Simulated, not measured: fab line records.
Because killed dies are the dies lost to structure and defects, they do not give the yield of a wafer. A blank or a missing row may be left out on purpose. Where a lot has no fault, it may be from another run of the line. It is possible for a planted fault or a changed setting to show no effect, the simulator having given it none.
fab line records	flow gf180mcu
record lots=24	wafers=72	last_day=35
route steps=602 shown M1@321 M2@364 V2@404 M3@412
lots that met no fault: from a run of the same line without faults
start_h: hours from the record's first day to the start of the lot's first wafer shown	wait_h: how many hours have passed since the lot's step before this one	" same as the row above	L1.1+2: several wafers, shown together as one row	- no value present, or no start provided	* or withheld: withheld	< > ~ a bound
route shown NAME@n: names a module that has steps shown in the file, with the first one's number in the route	usual: mean/standard deviation of fault-free wafers	same: alike in all rows	chamber/n: place in a boat	sites: each site's reading	_std_site: standard deviation across them	_edge_site: outer sites' mean less inner sites'	radius_mm: for every site, how far away it sits from the centre of the wafer	mask NAME#n: copy n	behind: tool/chamber where the wafer was last shaped	hold: cause of the lot's hold/its duration in hours/its outcome	device: the n, p or np transistor that did not switch	end of line: the tests these same wafers got at the end of their route	where a step has no rows: the recipe by itself	killed: the dies lost at the first sort to structure and to defects; this is not the yield of the wafer	map: a wafer's dies, x killed, . not, _ none there
set.NAME: setting as actually run; set.NAME@STEP: the setting as run at that earlier step	model.NAME: the simulator's own value behind a step, which no gauge read
one table for each step of the route and one row for each wafer, over a sample of lots
services: a tool's chamber out of use, with start hour (start_h, from the record's first day; less than 0 if before it), hours out, and reason
## steps
# step GF_M1_THK_MEAS_06
# recipe thk_meas_gauge=xrf	reads=AlCu_of_M1_SPUTTER_02
# usual M1_ALCU_THK=443/4.7
lot.wafer	tool	chamber	start_h	wait_h	M1_ALCU_THK[nm]
L074.1	film_metro-04	-	374.24	0.1	433
L074.4	"	-	"	"	436
L074.5	"	-	"	"	436
L075.2	film_metro-02	-	380.40	0.1	451
L075.4	"	-	"	"	449
L075.5	"	-	"	"	448
L076.1	film_metro-04	-	385.63	0.1	440
L076.3	"	-	"	"	443
L076.4	"	-	"	"	440
L077.1	film_metro-04	-	405.83	0.1	446
L077.3	"	-	"	"	436
L077.6	"	-	"	"	436
L078.1	film_metro-02	-	415.65	0.1	441
L078.2	"	-	"	"	444
L078.5	"	-	"	"	438
L079.1	film_metro-01	-	426.88	0.1	445
L079.2	"	-	"	"	441
L079.6	"	-	"	"	446
L080.3	film_metro-01	-	435.67	0.1	461
L080.4	"	-	"	"	453
L080.6	"	-	"	"	451
L082.1	film_metro-04	-	447.93	0.1	444
L082.4	"	-	"	"	442
L082.5	"	-	"	"	446
L081.2	film_metro-02	-	448.42	0.1	447
L081.3	"	-	"	"	446
L081.4	"	-	"	"	446
L083.3	film_metro-04	-	454.90	0.1	441
L083.4	"	-	"	"	444
L083.6	"	-	"	"	442
L084.2	film_metro-04	-	472.43	0.1	440
L084.3	"	-	"	"	433
L084.5	"	-	"	"	439
L085.1	film_metro-02	-	475.86	0.1	442
L085.3	"	-	"	"	443
L085.4	"	-	"	"	442
L086.1	film_metro-04	-	485.83	0.1	447
L086.3	"	-	"	"	452
L086.5	"	-	"	"	445
L087.2	film_metro-02	-	493.44	0.1	444
L087.3	"	-	"	"	446
L087.5	"	-	"	"	445
L088.2	film_metro-04	-	503.48	0.1	442
L088.3	"	-	"	"	440
L088.5	"	-	"	"	441
L089.1	film_metro-01	-	509.99	0.1	443
L089.4	"	-	"	"	449
L089.6	"	-	"	"	449
L090.3	film_metro-02	-	516.01	0.1	443
L090.4	"	-	"	"	441
L090.6	"	-	"	"	443
L091.2	film_metro-02	-	527.15	0.1	450
L091.3	"	-	"	"	443
L091.5	"	-	"	"	441
L092.2	film_metro-01	-	535.48	0.1	442
L092.3	"	-	"	"	443
L092.6	"	-	"	"	442
L093.1	film_metro-04	-	542.64	0.1	452
L093.4	"	-	"	"	446
L093.5	"	-	"	"	447
L094.3	film_metro-01	-	550.64	0.1	440
L094.4	"	-	"	"	441
L094.6	"	-	"	"	441
L095.2	film_metro-04	-	557.33	0.1	440
L095.3	"	-	"	"	440
L095.6	"	-	"	"	440
L096.1	film_metro-01	-	579.66	0.1	446
L096.2	"	-	"	"	446
L096.3	"	-	"	"	444
L097.2	film_metro-04	-	581.17	0.1	443
L097.4	"	-	"	"	441
L097.5	"	-	"	"	452
# step GF_M2_SPUTTER_02
# recipe material=AlCu	target_thk_nm=450	power_w=10600	time_s=23.9	chamber_pressure_pa=0.4
# usual throttle_valve_pct=30.4/1.2
# same time_s=23.9
lot.wafer	tool	chamber	start_h	wait_h	throttle_valve_pct
L074.1	pvd_sputter-04	-	423.43	0.0	31.0
L074.4	"	-	"	"	32.1
L074.5	"	-	"	"	32.4
L075.2	pvd_sputter-04	-	430.37	0.0	32.5
L075.4	"	-	"	"	30.8
L075.5	"	-	"	"	31.1
L076.1	pvd_sputter-04	-	435.76	0.0	30.8
L076.3	"	-	"	"	28.5
L076.4	"	-	"	"	32.3
L077.1	pvd_sputter-03	-	455.90	0.0	30.4
L077.3	"	-	"	"	30.4
L077.6	"	-	"	"	30.3
L078.1	pvd_sputter-02	-	466.72	0.0	29.2
L078.2	"	-	"	"	28.9
L078.5	"	-	"	"	30.5
L079.1	pvd_sputter-03	-	478.60	0.0	31.5
L079.2	"	-	"	"	30.8
L079.6	"	-	"	"	30.9
L080.3	pvd_sputter-04	-	487.44	0.0	31.3
L080.4	"	-	"	"	31.1
L080.6	"	-	"	"	31.2
L081.2	pvd_sputter-02	-	500.11	0.0	28.8
L081.3	"	-	"	"	30.6
L081.4	"	-	"	"	29.7
L082.1	pvd_sputter-03	-	500.31	0.0	30.8
L082.4	"	-	"	"	30.6
L082.5	"	-	"	"	30.3
L083.3	pvd_sputter-04	-	506.04	0.0	30.8
L083.4	"	-	"	"	30.9
L083.6	"	-	"	"	32.6
L084.2	pvd_sputter-02	-	522.76	0.0	30.9
L084.3	"	-	"	"	29.6
L084.5	"	-	"	"	28.8
L085.1	pvd_sputter-03	-	527.43	0.0	31.1
L085.3	"	-	"	"	30.3
L085.4	"	-	"	"	31.0
L086.1	pvd_sputter-04	-	536.29	0.0	30.8
L086.3	"	-	"	"	32.2
L086.5	"	-	"	"	30.8
L087.2	pvd_sputter-04	-	543.32	0.0	28.2
L087.3	"	-	"	"	31.0
L087.5	"	-	"	"	30.9
L088.2	pvd_sputter-02	-	552.77	0.0	28.9
L088.3	"	-	"	"	28.9
L088.5	"	-	"	"	29.2
L089.1	pvd_sputter-02	-	559.02	0.0	29.5
L089.4	"	-	"	"	29.6
L089.6	"	-	"	"	29.8
L090.3	pvd_sputter-04	-	578.85	0.0	28.3
L090.4	"	-	"	"	32.7
L090.6	"	-	"	"	31.2
L091.2	pvd_sputter-02	-	579.75	0.0	29.0
L091.3	"	-	"	"	28.8
L091.5	"	-	"	"	30.5
L092.2	pvd_sputter-04	-	583.05	0.0	28.2
L092.3	"	-	"	"	31.2
L092.6	"	-	"	"	30.9
L093.1	pvd_sputter-02	-	588.04	0.0	29.9
L093.4	"	-	"	"	29.0
L093.5	"	-	"	"	30.0
L094.3	pvd_sputter-04	-	599.86	0.0	31.0
L094.4	"	-	"	"	28.3
L094.6	"	-	"	"	32.6
L095.2	pvd_sputter-04	-	605.30	0.0	30.8
L095.3	"	-	"	"	31.0
L095.6	"	-	"	"	28.6
L096.1	pvd_sputter-03	-	624.62	0.0	30.7
L096.2	"	-	"	"	31.3
L096.3	"	-	"	"	30.6
L097.2	pvd_sputter-02	-	626.15	0.0	30.7
L097.4	"	-	"	"	29.8
L097.5	"	-	"	"	29.7
# step GF_M2_STRIP_17
# recipe chemistry=O2/N2	power_w=1400	pressure_mtorr=1500	platen_temp_c=250	o2_flow_sccm=3000	n2_flow_sccm=300	overash_fraction=0.5
# usual drypump_motor_current_A=5.8/0.55	heater_power_w=329/49	oes_product_au=0.557/0.0048	strip_time_to_endpoint_s=7.88/0.049
lot.wafer	tool	chamber	start_h	wait_h	drypump_motor_current_A	heater_power_w	oes_product_au	rf_hours_counter_h	strip_time_to_endpoint_s
L074.1	plasma_asher-03	1	447.97	0.1	6.6	278	0.560	1	7.87
L074.4	"	1	"	"	6.6	274	0.560	-	7.89
L074.5	"	0	"	"	5.7	318	0.569	-	7.86
L075.2	plasma_asher-02	0	454.07	0.1	5.8	429	0.558	86	7.93
L075.4	"	1	"	"	6.2	298	0.556	-	7.87
L075.5	"	0	"	"	5.7	425	0.559	-	7.81
L076.1	plasma_asher-04	1	460.40	0.1	5.9	307	0.556	66	7.78
L076.3	"	1	"	"	5.9	303	0.555	-	7.91
L076.4	"	0	"	"	4.9	392	0.552	-	7.80
L077.1	plasma_asher-04	0	480.24	0.2	4.9	383	0.563	69	7.90
L077.3	"	0	"	"	4.9	397	0.555	-	7.82
L077.6	"	1	"	"	5.9	307	0.557	-	7.88
L078.1	plasma_asher-03	0	491.58	0.2	5.7	321	0.553	2	7.82
L078.2	"	1	"	"	6.6	277	0.556	2	7.86
L078.5	"	1	"	"	6.6	276	0.555	-	7.85
L079.1	plasma_asher-03	1	502.87	0.1	6.6	283	0.560	3	7.87
L079.2	"	0	"	"	5.7	318	0.556	3	7.97
L079.6	"	1	"	"	6.6	281	0.552	-	7.85
L080.3	plasma_asher-03	0	511.37	0.1	5.7	318	0.558	-	7.87
L080.4	"	1	"	"	6.6	269	0.559	-	7.83
L080.6	"	1	"	"	6.6	278	0.558	-	7.87
L081.2	plasma_asher-03	1	523.55	0.1	6.6	275	0.557	5	7.85
L081.3	"	0	"	"	5.8	315	0.550	-	7.85
L081.4	"	1	"	"	6.6	284	0.556	-	7.82
L082.1	plasma_asher-02	1	523.77	0.1	6.2	302	0.554	95	7.81
L082.4	"	0	"	"	5.7	435	0.555	-	7.85
L082.5	"	1	"	"	6.2	294	0.558	-	7.82
L083.3	plasma_asher-04	0	530.20	0.1	4.9	391	0.549	-	7.81
L083.4	"	1	"	"	5.9	297	0.555	-	7.91
L083.6	"	1	"	"	5.9	299	0.549	-	7.92
L084.2	plasma_asher-04	0	546.29	0.1	4.9	380	0.553	75	7.88
L084.3	"	0	"	"	4.9	389	0.560	-	7.88
L084.5	"	0	"	"	4.9	389	0.554	-	7.90
L085.1	plasma_asher-04	0	550.21	0.2	4.9	391	0.555	75	7.89
L085.3	"	0	"	"	4.9	386	0.559	-	7.85
L085.4	"	1	"	"	5.9	296	0.549	-	7.87
L086.1	plasma_asher-03	0	558.30	0.1	5.7	320	0.548	9	7.82
L086.3	"	0	"	"	5.7	314	0.554	-	7.88
L086.5	"	1	"	"	6.6	281	0.558	-	7.91
L087.2	plasma_asher-02	0	563.83	0.1	5.7	423	0.555	100	7.91
L087.3	"	1	"	"	6.2	305	0.560	-	7.85
L087.5	"	1	"	"	6.2	300	0.559	-	7.88
L088.2	plasma_asher-03	1	574.49	0.1	6.6	285	0.554	11	7.99
L088.3	"	1	"	"	6.6	277	0.558	-	7.98
L088.5	"	0	"	"	5.7	327	0.565	-	7.93
L089.1	plasma_asher-04	0	582.24	0.2	4.9	384	0.549	78	7.91
L089.4	"	0	"	"	4.9	390	0.564	-	7.92
L089.6	"	1	"	"	5.9	302	0.561	-	7.91
L090.3	plasma_asher-02	1	600.06	0.1	6.2	294	0.555	-	7.85
L090.4	"	0	"	"	5.7	429	0.552	-	7.79
L090.6	"	0	"	"	5.8	430	0.545	-	7.81
L091.2	plasma_asher-04	1	600.97	0.1	5.9	308	0.549	80	7.81
L091.3	"	1	"	"	5.9	300	0.554	-	7.78
L091.5	"	0	"	"	4.9	384	0.554	-	7.81
L092.2	plasma_asher-03	0	604.27	0.1	5.8	323	0.555	14	7.80
L092.3	"	0	"	"	5.8	313	0.550	-	7.82
L092.6	"	0	"	"	5.8	326	0.558	-	7.83
L093.1	plasma_asher-02	1	608.87	0.1	6.2	297	0.565	105	7.99
L093.4	"	1	"	"	6.2	302	0.561	-	7.88
L093.5	"	0	"	"	5.7	419	0.561	-	7.96
L094.3	plasma_asher-03	0	621.15	0.1	5.7	321	0.557	-	7.91
L094.4	"	1	"	"	6.6	278	0.551	-	7.86
L094.6	"	1	"	"	6.6	281	0.559	-	7.95
L095.2	plasma_asher-03	0	626.68	0.1	5.8	323	0.554	16	7.93
L095.3	"	0	"	"	5.8	317	0.563	-	7.91
L095.6	"	1	"	"	6.6	278	0.572	-	7.89
L096.1	plasma_asher-04	1	645.64	0.1	5.9	295	0.555	85	7.81
L096.2	"	0	"	"	4.9	375	0.562	85	7.90
L096.3	"	0	"	"	4.9	393	0.556	-	7.91
L097.2	plasma_asher-04	1	646.83	0.1	5.9	304	0.558	85	7.91
L097.4	"	1	"	"	5.9	295	0.553	-	7.90
L097.5	"	0	"	"	4.9	390	0.558	-	7.89
# step GF_V2_SPUTTER_22
# recipe material=TiN	target_thk_nm=10	chamber_pressure_pa=5	power_w=4000	time_s=40
# usual throttle_valve_pct=29.7/1.3
# same time_s=40
lot.wafer	tool	chamber	start_h	wait_h	throttle_valve_pct
L074.1	pvd_sputter-02	-	474.59	0.0	28.9
L074.4	"	-	"	"	30.6
L074.5	"	-	"	"	29.2
L075.2	pvd_sputter-01	-	480.42	0.0	31.4
L075.4	"	-	"	"	28.2
L075.5	"	-	"	"	31.7
L076.1	pvd_sputter-01	-	487.02	0.0	28.3
L076.3	"	-	"	"	27.8
L076.4	"	-	"	"	31.6
L077.1	pvd_sputter-01	-	505.41	0.0	28.1
L077.3	"	-	"	"	29.8
L077.6	"	-	"	"	27.4
L078.1	pvd_sputter-01	-	517.10	0.0	28.3
L078.2	"	-	"	"	31.4
L078.5	"	-	"	"	28.1
L079.1	pvd_sputter-02	-	528.49	0.0	30.6
L079.2	"	-	"	"	29.1
L079.6	"	-	"	"	31.0
L080.3	pvd_sputter-01	-	536.48	0.0	29.6
L080.4	"	-	"	"	28.2
L080.6	"	-	"	"	31.5
L081.2	pvd_sputter-02	-	548.21	0.0	28.7
L081.3	"	-	"	"	29.1
L081.4	"	-	"	"	29.7
L082.1	pvd_sputter-03	-	548.37	0.0	30.5
L082.4	"	-	"	"	31.3
L082.5	"	-	"	"	30.4
L083.3	pvd_sputter-01	-	554.28	0.0	31.5
L083.4	"	-	"	"	28.2
L083.6	"	-	"	"	28.0
L084.2	pvd_sputter-02	-	578.51	0.0	29.7
L084.3	"	-	"	"	30.9
L084.5	"	-	"	"	29.8
L085.1	pvd_sputter-02	-	578.86	0.0	29.1
L085.3	"	-	"	"	29.7
L085.4	"	-	"	"	29.0
L086.1	pvd_sputter-03	-	582.97	0.0	31.3
L086.3	"	-	"	"	30.3
L086.5	"	-	"	"	30.5
L087.2	pvd_sputter-01	-	588.13	0.0	31.6
L087.3	"	-	"	"	30.0
L087.5	"	-	"	"	31.6
L088.2	pvd_sputter-01	-	599.94	0.0	29.9
L088.3	"	-	"	"	27.8
L088.5	"	-	"	"	29.7
L089.1	pvd_sputter-03	-	605.61	0.0	30.9
L089.4	"	-	"	"	31.3
L089.6	"	-	"	"	30.7
L090.3	pvd_sputter-01	-	623.21	0.0	28.0
L090.4	"	-	"	"	29.8
L090.6	"	-	"	"	31.4
L091.2	pvd_sputter-03	-	623.99	0.0	30.7
L091.3	"	-	"	"	31.0
L091.5	"	-	"	"	30.7
L092.2	pvd_sputter-03	-	626.56	0.0	31.3
L092.3	"	-	"	"	30.7
L092.6	"	-	"	"	30.1
L093.1	pvd_sputter-02	-	632.03	0.0	30.6
L093.4	"	-	"	"	28.8
L093.5	"	-	"	"	30.9
L094.3	pvd_sputter-01	-	643.81	0.0	31.6
L094.4	"	-	"	"	30.0
L094.6	"	-	"	"	31.5
L095.2	pvd_sputter-01	-	649.25	0.0	31.5
L095.3	"	-	"	"	29.7
L095.6	"	-	"	"	28.2
L096.1	pvd_sputter-01	-	668.03	0.0	29.9
L096.2	"	-	"	"	27.9
L096.3	"	-	"	"	27.5
L097.2	pvd_sputter-01	-	669.34	0.0	31.5
L097.4	"	-	"	"	28.2
L097.5	"	-	"	"	28.3
# step GF_M3_SPUTTER_03
# recipe material=Ti	target_thk_nm=10	substrate_temp_c=300	chamber_pressure_pa=0.3	power_w=3000	time_s=6.7
# usual throttle_valve_pct=29.8/1.4
# same time_s=6.7
lot.wafer	tool	chamber	start_h	wait_h	throttle_valve_pct
L074.1	pvd_sputter-01	-	475.38	0.0	29.6
L074.4	"	-	"	"	27.6
L074.5	"	-	"	"	28.0
L075.2	pvd_sputter-04	-	481.21	0.0	31.1
L075.4	"	-	"	"	32.5
L075.5	"	-	"	"	32.5
L076.1	pvd_sputter-01	-	487.82	0.0	31.3
L076.3	"	-	"	"	28.1
L076.4	"	-	"	"	29.9
L077.1	pvd_sputter-01	-	506.20	0.0	30.1
L077.3	"	-	"	"	31.7
L077.6	"	-	"	"	27.1
L078.1	pvd_sputter-02	-	517.89	0.0	29.8
L078.2	"	-	"	"	30.9
L078.5	"	-	"	"	30.9
L079.1	pvd_sputter-01	-	529.28	0.0	28.2
L079.2	"	-	"	"	29.4
L079.6	"	-	"	"	31.4
L080.3	pvd_sputter-04	-	537.27	0.0	30.9
L080.4	"	-	"	"	32.5
L080.6	"	-	"	"	32.5
L081.2	pvd_sputter-04	-	549.11	0.0	31.1
L081.3	"	-	"	"	32.4
L081.4	"	-	"	"	31.0
L082.1	pvd_sputter-01	-	549.41	0.0	27.9
L082.4	"	-	"	"	28.3
L082.5	"	-	"	"	27.9
L083.3	pvd_sputter-04	-	555.07	0.0	28.7
L083.4	"	-	"	"	31.1
L083.6	"	-	"	"	32.6
L084.2	pvd_sputter-01	-	580.08	0.0	29.9
L084.3	"	-	"	"	28.1
L084.5	"	-	"	"	28.3
L085.1	pvd_sputter-01	-	580.68	0.0	28.1
L085.3	"	-	"	"	29.7
L085.4	"	-	"	"	27.6
L086.1	pvd_sputter-02	-	583.95	0.0	29.1
L086.3	"	-	"	"	30.6
L086.5	"	-	"	"	30.9
L087.2	pvd_sputter-04	-	588.92	0.0	30.9
L087.3	"	-	"	"	32.2
L087.5	"	-	"	"	28.3
L088.2	pvd_sputter-04	-	600.73	0.0	30.9
L088.3	"	-	"	"	30.9
L088.5	"	-	"	"	31.0
L089.1	pvd_sputter-02	-	606.40	0.0	29.7
L089.4	"	-	"	"	28.9
L089.6	"	-	"	"	29.4
L090.3	pvd_sputter-02	-	624.00	0.0	29.2
L090.4	"	-	"	"	30.5
L090.6	"	-	"	"	29.0
L091.2	pvd_sputter-02	-	624.78	0.0	30.6
L091.3	"	-	"	"	29.1
L091.5	"	-	"	"	29.7
L092.2	pvd_sputter-02	-	627.38	0.0	28.9
L092.3	"	-	"	"	29.5
L092.6	"	-	"	"	29.0
L093.1	pvd_sputter-01	-	632.82	0.0	28.4
L093.4	"	-	"	"	29.6
L093.5	"	-	"	"	31.6
L094.3	pvd_sputter-01	-	644.61	0.0	27.6
L094.4	"	-	"	"	29.8
L094.6	"	-	"	"	29.8
L095.2	pvd_sputter-04	-	650.04	0.0	32.5
L095.3	"	-	"	"	28.3
L095.6	"	-	"	"	31.0
L096.1	pvd_sputter-02	-	668.82	0.0	31.0
L096.2	"	-	"	"	29.2
L096.3	"	-	"	"	29.4
L097.2	pvd_sputter-02	-	670.13	0.0	29.1
L097.4	"	-	"	"	29.0
L097.5	"	-	"	"	30.7
# step GF_M3_STRIP_17
# recipe chemistry=O2/N2	power_w=1400	pressure_mtorr=1500	platen_temp_c=250	o2_flow_sccm=3000	n2_flow_sccm=300	overash_fraction=0.5
# usual drypump_motor_current_A=5.6/0.45	heater_power_w=347/48	oes_product_au=0.557/0.0051	strip_time_to_endpoint_s=7.86/0.051
lot.wafer	tool	chamber	start_h	wait_h	drypump_motor_current_A	heater_power_w	oes_product_au	rf_hours_counter_h	strip_time_to_endpoint_s
L074.1	plasma_asher-04	0	499.42	0.1	4.9	386	0.556	71	7.87
L074.4	"	1	"	"	5.9	303	0.556	-	7.82
L074.5	"	0	"	"	4.9	383	0.557	-	7.88
L075.2	plasma_asher-04	0	505.31	0.1	4.9	396	0.554	71	7.86
L075.4	"	0	"	"	4.9	377	0.562	-	7.88
L075.5	"	0	"	"	4.9	386	0.562	-	7.89
L076.1	plasma_asher-01	1	512.11	0.1	5.7	343	0.568	44	7.82
L076.3	"	1	"	"	5.7	345	0.555	-	7.83
L076.4	"	0	"	"	5.2	314	0.555	-	7.88
L077.1	plasma_asher-01	1	530.54	0.2	5.6	342	0.561	46	7.81
L077.3	"	0	"	"	5.2	320	0.550	-	7.77
L077.6	"	0	"	"	5.2	311	0.552	-	7.80
L078.1	plasma_asher-02	1	541.72	0.1	6.2	291	0.558	97	7.95
L078.2	"	0	"	"	5.7	428	0.555	97	7.83
L078.5	"	1	"	"	6.2	302	0.556	-	7.86
L079.1	plasma_asher-01	0	552.06	0.1	5.2	323	0.550	48	7.81
L079.2	"	1	"	"	5.7	336	0.555	48	7.80
L079.6	"	0	"	"	5.2	315	0.561	-	7.83
L080.3	plasma_asher-01	0	558.81	0.1	5.2	330	0.553	-	7.92
L080.4	"	1	"	"	5.7	335	0.559	-	7.87
L080.6	"	1	"	"	5.7	333	0.561	-	7.85
L081.2	plasma_asher-01	0	571.46	0.1	5.2	319	0.551	50	7.79
L081.3	"	0	"	"	5.2	313	0.553	-	7.84
L081.4	"	1	"	"	5.7	341	0.554	-	7.80
L082.1	plasma_asher-02	0	572.18	0.2	5.7	419	0.551	100	7.87
L082.4	"	1	"	"	6.2	299	0.562	-	7.91
L082.5	"	0	"	"	5.7	423	0.558	-	7.87
L083.3	plasma_asher-02	0	576.61	0.1	5.7	439	0.549	-	7.81
L083.4	"	1	"	"	6.2	298	0.552	-	7.80
L083.6	"	1	"	"	6.2	303	0.560	-	7.88
L084.2	plasma_asher-04	0	601.69	0.1	4.9	384	0.553	80	7.85
L084.3	"	1	"	"	5.9	312	0.561	-	7.83
L084.5	"	1	"	"	5.9	296	0.555	-	7.82
L085.1	plasma_asher-02	0	602.07	0.1	5.8	428	0.551	104	7.85
L085.3	"	1	"	"	6.2	301	0.555	-	7.85
L085.4	"	0	"	"	5.7	429	0.560	-	7.94
L086.1	plasma_asher-04	0	605.23	0.1	4.9	382	0.552	81	7.89
L086.3	"	1	"	"	5.9	301	0.561	-	7.86
L086.5	"	0	"	"	4.9	395	0.559	-	7.88
L087.2	plasma_asher-04	1	609.86	0.1	5.9	297	0.556	81	8.01
L087.3	"	0	"	"	4.9	386	0.563	-	7.90
L087.5	"	1	"	"	6.0	302	0.558	-	8.00
L088.2	plasma_asher-02	0	621.73	0.1	5.7	431	0.555	105	7.80
L088.3	"	1	"	"	6.2	295	0.563	-	7.89
L088.5	"	1	"	"	6.2	298	0.561	-	7.90
L089.1	plasma_asher-02	1	628.11	0.1	6.2	300	0.565	106	7.97
L089.4	"	0	"	"	5.8	413	0.553	-	7.86
L089.6	"	1	"	"	6.2	302	0.561	-	7.89
L090.3	plasma_asher-04	0	644.54	0.1	4.9	387	0.556	-	7.83
L090.4	"	1	"	"	6.0	298	0.558	-	7.90
L090.6	"	1	"	"	6.0	303	0.551	-	7.86
L091.2	plasma_asher-01	1	645.76	0.1	5.7	340	0.557	58	7.84
L091.3	"	0	"	"	5.2	316	0.557	-	7.85
L091.5	"	0	"	"	5.2	311	0.565	-	7.92
L092.2	plasma_asher-04	1	648.82	0.1	5.9	291	0.547	85	7.85
L092.3	"	0	"	"	4.9	390	0.545	-	7.84
L092.6	"	0	"	"	4.9	384	0.551	-	7.84
L093.1	plasma_asher-04	0	653.19	0.2	4.9	385	0.562	86	7.93
L093.4	"	0	"	"	4.9	385	0.552	-	7.90
L093.5	"	0	"	"	4.9	392	0.561	-	7.88
L094.3	plasma_asher-02	0	664.17	0.1	5.7	424	0.558	-	7.82
L094.4	"	1	"	"	6.2	303	0.549	-	7.81
L094.6	"	0	"	"	5.7	414	0.558	-	7.85
L095.2	plasma_asher-02	1	669.97	0.1	6.2	300	0.545	111	7.78
L095.3	"	0	"	"	5.8	430	0.545	-	7.81
L095.6	"	1	"	"	6.2	296	0.556	-	7.82
L096.1	plasma_asher-02	0	687.43	0.1	5.7	418	0.567	112	7.92
L096.2	"	1	"	"	6.2	302	0.550	112	7.81
L096.3	"	0	"	"	5.7	431	0.558	-	7.87
L097.2	plasma_asher-04	1	690.16	0.1	5.9	308	0.556	89	7.90
L097.4	"	0	"	"	4.9	381	0.555	-	7.90
L097.5	"	0	"	"	4.9	392	0.559	-	7.84
## services
tool	chamber	start_h	hours	kind
pvd_sputter-04	-	411.34	2.7	repair
plasma_asher-03	-	421.25	9.0	pm
plasma_asher-03	-	448.85	41.1	pm
plasma_asher-04	-	457.09	2.8	pm
plasma_asher-02	-	477.50	2.8	pm
pvd_sputter-02	-	493.07	5.3	repair
plasma_asher-04	-	500.32	1.9	repair
plasma_asher-04	-	500.81	3.4	repair
plasma_asher-04	-	516.77	9.2	pm
pvd_sputter-02	1	522.85	-	consumable_replace:kit
pvd_sputter-02	1	522.85	18.0	scheduled_down
pvd_sputter-02	1	522.85	18.0	vent_cycle
pvd_sputter-01	-	523.20	2.3	repair
plasma_asher-02	-	524.55	2.0	repair
plasma_asher-01	-	535.08	2.8	pm
plasma_asher-04	-	541.40	2.4	repair
pvd_sputter-01	-	578.48	1.2	repair
pvd_sputter-01	2	581.52	-	consumable_replace:kit
pvd_sputter-01	2	581.52	18.0	scheduled_down
pvd_sputter-04	-	605.96	5.5	repair
plasma_asher-02	-	610.26	2.8	repair
pvd_sputter-03	-	656.64	1.5	repair
pvd_sputter-01	-	662.46	1.7	repair
plasma_asher-02	-	670.51	1.6	repair
## key
fault none
